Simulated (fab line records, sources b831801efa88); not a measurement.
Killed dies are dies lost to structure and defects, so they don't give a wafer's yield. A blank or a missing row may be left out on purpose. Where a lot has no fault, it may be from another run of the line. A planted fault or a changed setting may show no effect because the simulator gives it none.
Code-filled problem report in 8D (eight disciplines) form | flow sky130 | the parts of the form that need people (team, actions taken, sign-off) are left out

1. THE PROBLEM
Wafers without a fault read 0.710 a.u., standard deviation 0.0046; oesProductAu at SKY_METAL5_STRIP_16 reads a mean of 0.737 a.u. on 3 wafers belonging to 2 lots. Relative to the usual mean, that is a shift of +5.9 standard deviations.
The step: strips in O2/N2.
Seen first at day 48 01:58 on plasmaAsher-04, wafer L338.2. The record holds 36 wafers of 12 lots with a number at this step. By rule, "out" or "out of limits" means more than 4 standard deviations away from the usual mean. All remaining wafers that have a number are taken as sound.

2. WHAT IT IS; WHAT IT IS NOT
question                    | is                                 | is not
which readings at this step | oesProductAu, stripTimeToEndpointS | drypumpMotorCurrentA
which lots                  | L338, L341                         | L323, L324, L325, L327, L328, L332, L334, L336, L342, L343
which wafers of those lots  | L338.2, L338.4, L341.5             | L338.1, L341.2, L341.6
read on which tools         | plasmaAsher-04                     | plasmaAsher-02, plasmaAsher-03
when                        | from day 48 01:58                  | up to then (25 sound wafers); but 8 sound wafers of L341, L342, L343 came after

3. THE SUSPECTS, EACH WITH WHAT RULES IT OUT
Counting: a tool at a process step up to the reading stays a suspect if it ran every lot that is out. Sound lots after the first of them don't rule it out here, since some wafers of a struck lot are sound.
- plasmaAsher-04 at SKY_METAL5_STRIP_16 (strips in O2/N2): kept. Ran every lot that is out, first one L338 (day 48 01:58); last sound lot up to then L334 (day 47 09:15). Out on those wafers are its own readings of oesProductAu, stripTimeToEndpointS.
- The sound lot-mates ran in chamber 0 of plasmaAsher-04 at SKY_METAL5_STRIP_16, but the wafers that are out ran in chamber 1.
After counting, what remains is plasmaAsher-04 at SKY_METAL5_STRIP_16.

4. THE CAUSE (what the simulator had put in)
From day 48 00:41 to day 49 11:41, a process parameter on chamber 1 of plasmaAsher-04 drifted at SKY_METAL5_STRIP_16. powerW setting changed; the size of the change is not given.
This tool alone remained once counting was done.

5. SEQUENCE OF EFFECTS, ordered by route
Each row: a reading where the mean over the struck wafers with a number is more than 3 standard deviations away from the usual. Only readings for which the record gives a usual standard deviation are gone through. hours: the time from each lot's start at the first step in this table that gives one to its start at this step, as a median over the lots. sigmas: the change in usual standard deviations.
hours | step                | reading              | usual      | on struck wafers | change | sigmas
0     | SKY_METAL5_STRIP_16 | oesProductAu         | 0.710 a.u. | 0.737            | +0.027 | +5.9
0     | SKY_METAL5_STRIP_16 | stripTimeToEndpointS | 13.09 s    | 12.60            | -0.49  | -4.4
The process steps in it:
- SKY_METAL5_STRIP_16: strips in O2/N2.

6. WHAT WOULD HAVE CAUGHT IT SOONER
In this record the first reading out of limits was taken at day 48 01:58, 1 hour after the fault began at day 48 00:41.
